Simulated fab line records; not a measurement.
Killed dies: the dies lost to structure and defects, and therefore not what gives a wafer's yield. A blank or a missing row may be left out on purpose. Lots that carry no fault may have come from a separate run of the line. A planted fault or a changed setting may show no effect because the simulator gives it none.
A struck lot beside a sound one | flow sky130 | 21 steps out of a route of 708
Sound: the wafers L871.1, L871.2, L871.5. Struck: wafers L865.1, L865.2, L865.4. The cause comes at the end.
Per side, at each step with rows, come the tool, then ch with its chambers, and then its first start. Under that, the readings that differ: sound wafers | struck wafers | difference of the means | sigmas: that difference in standard deviations of wafers without a fault.
alike: words and numbers the same on both sides, and readings whose means are apart by under 2 such deviations; not compared: readings that were withheld, readings missing a value for some wafer, numbers with overlapping values and no deviation given by the record, and bounds like >300 which may hide the same value.
The two part at a step that has a row with sigmas, a row that says differs or no value, or rows on one side only. Numbers that don't overlap but have no deviation are shown without sigmas and don't part them. A reading missing from all wafers of one side parts the sides only when that side holds two or more wafers.

first, 1 step without rows for these wafers: SKY_RES_XHIGH_IMPLANT_07.
SKY_RES_XHIGH_STRIP_08: strips in O2/N2.
  sound on plasma-asher-02 ch 0,1, day 33 12:03; struck on plasma-asher-02 ch 0,1, day 30 02:46
  alike: chamber-pressure-mTorr, drypump-motor-current-A, o2-flow-sccm, oes-product-au, strip-time-to-endpoint-s
  not compared: rf-hours-counter-h
SKY_RES_XHIGH_TW_MEAS_09:
  struck on film-metro-03, day 30 02:52; sound on film-metro-04, day 33 12:09
  alike: RES_XHIGH_TW
then, 7 steps without rows for these wafers: SKY_SD_N_DEHYDRATE_00 (time 60 s); SKY_SD_N_HMDS_01 (prime time 60 s); SKY_SD_N_COAT_02 (resist thk 1140 nm); SKY_SD_N_SOFTBAKE_03 (time 60 s); SKY_SD_N_EXPOSE_04 (exposes mask NSDM, target cd 380 nm); SKY_SD_N_PEB_05; SKY_SD_N_DEVELOP_06 (develop time 60 s).
SKY_SD_N_CD_MEAS_07: target cd 380 nm.
  struck on cd-sem-01, day 31 06:07; sound on cd-sem-02, day 34 13:42
  reading    | sound             | struck            | difference | sigmas
  cd-nm (nm) | 380.5 378.5 379.0 | 384.3 384.7 383.1 | +4.7       | +2
SKY_SD_N_OVL_MEAS_08:
  struck on overlay-01, day 31 06:14; sound on overlay-01, day 34 13:49
  alike: SD_N_OVL
SKY_SD_N_IMPLANT_09:
  sound on implanter-01 ch 0, day 34 13:52; struck on implanter-03 ch 0, day 31 06:16
  reading       | sound                         | struck                        | difference | sigmas
  beam-on-s (s) | 18.9 18.6 18.7                | 24.6 24.4 24.7                | +5.8       | +3
  dose-ions-cm2 | 4.001e+15 4.001e+15 3.995e+15 | 6.724e+15 6.722e+15 6.724e+15 | +2.724e+15 | +99 or more
next, for these wafers, 1 step has no rows: SKY_SD_N_IMPLANT_10.
SKY_SD_N_STRIP_11: strips in O2/N2.
  sound on plasma-asher-04 ch 0,1, day 34 14:10; struck on plasma-asher-02 ch 0,1, day 31 06:34
  reading                      | sound             | struck            | difference | sigmas
  oes-product-au (a.u.)        | 0.531 0.526 0.520 | 0.514 0.517 0.518 | -0.009     | -2
  strip-time-to-endpoint-s (s) | 22.59 22.61 22.63 | 23.68 23.67 23.65 | +1.06      | +25
  alike: chamber-pressure-mTorr, drypump-motor-current-A, o2-flow-sccm
  not compared: rf-hours-counter-h
SKY_SD_N_TW_MEAS_12:
  struck on film-metro-01, day 31 06:40; sound on film-metro-01, day 34 14:16
  alike: SD_N_TW
then, 1 step without rows for these wafers: SKY_SD_N_CLEAN_13 (cleans in SC1/SC2, time 150 s).
SKY_SD_N_RTA_14: time 2 s.
  sound on rtp-anneal-02 ch 0, day 34 14:22; struck on rtp-anneal-02 ch 0, day 31 06:47
  alike: lamp-power-pct, wafer_temp_C_max
SKY_SD_N_RS_MEAS_16: measurement is done with a four-point probe.
  struck on film-metro-03, day 31 06:58; sound on film-metro-04, day 34 14:32
  reading          | sound             | struck            | difference | sigmas
  SD_N_RS (ohm/sq) | 68.57 68.64 68.73 | 64.54 64.65 64.62 | -4.04      | -27
SKY_SD_N_RS_MEAS_17: measurement is done with a four-point probe.
  struck on film-metro-03, day 31 07:05; sound on film-metro-04, day 34 14:40
  alike: SD_P_RS
-- record jumps: 17 days separate the struck wafers' starts on either side; left off in module SD_N, taken up again in module PAD_OPEN, whose first shown step is the route's number 708 --
SKY_PAD_OPEN_PROBE_99:
  struck on prober-02, day 47 23:14; sound on prober-02, day 50 02:42
  reading                                 | sound             | struck            | difference | sigmas
  killed_at_M0_to_M3                      | 45 51 51          | 35 40 31          | -14        | -2
  model.etest.res-ndiff.line-ohm-um       | 746 740 741.1     | 678.7 686.9 657.8 | -67.9      |
  model.etest.sonos-uncharged.r-on-ohm-um | 804.5 807.8 794.9 | 771 784 759       | -31        |
  model.etest.licon-ndiff.rc-ohm          | 183.4 172.8 183.7 | 160.5 162.6 157.3 | -19.8      |
  model.etest.res-ndiff-hv.rs-ohm-sq      | 111.4 112.1 111.2 | 99.76 99.55 99.88 | -11.84     |
  model.etest.res-ndiff.rs-ohm-sq         | 117.2 117.7 117.1 | 106.1 106.3 106.1 | -11.2      |
  alike: killed_at_M4_up, killed-at-contacts, killed-at-front-end, killed-at-other, killed-dies, killed-open, killed-short
  not compared: model.etest.nfet-g5v0d10v5.r-on-ohm-um, model.etest.nfet-g5v0d10v5.off-log10-a-um, model.etest.nfet_01v8_lvt.vt-sat-v

WHERE THEY PART
Earliest at SKY_SD_N_CD_MEAS_07; latest, in this record, at SKY_PAD_OPEN_PROBE_99.

WHY: what the simulator had put in
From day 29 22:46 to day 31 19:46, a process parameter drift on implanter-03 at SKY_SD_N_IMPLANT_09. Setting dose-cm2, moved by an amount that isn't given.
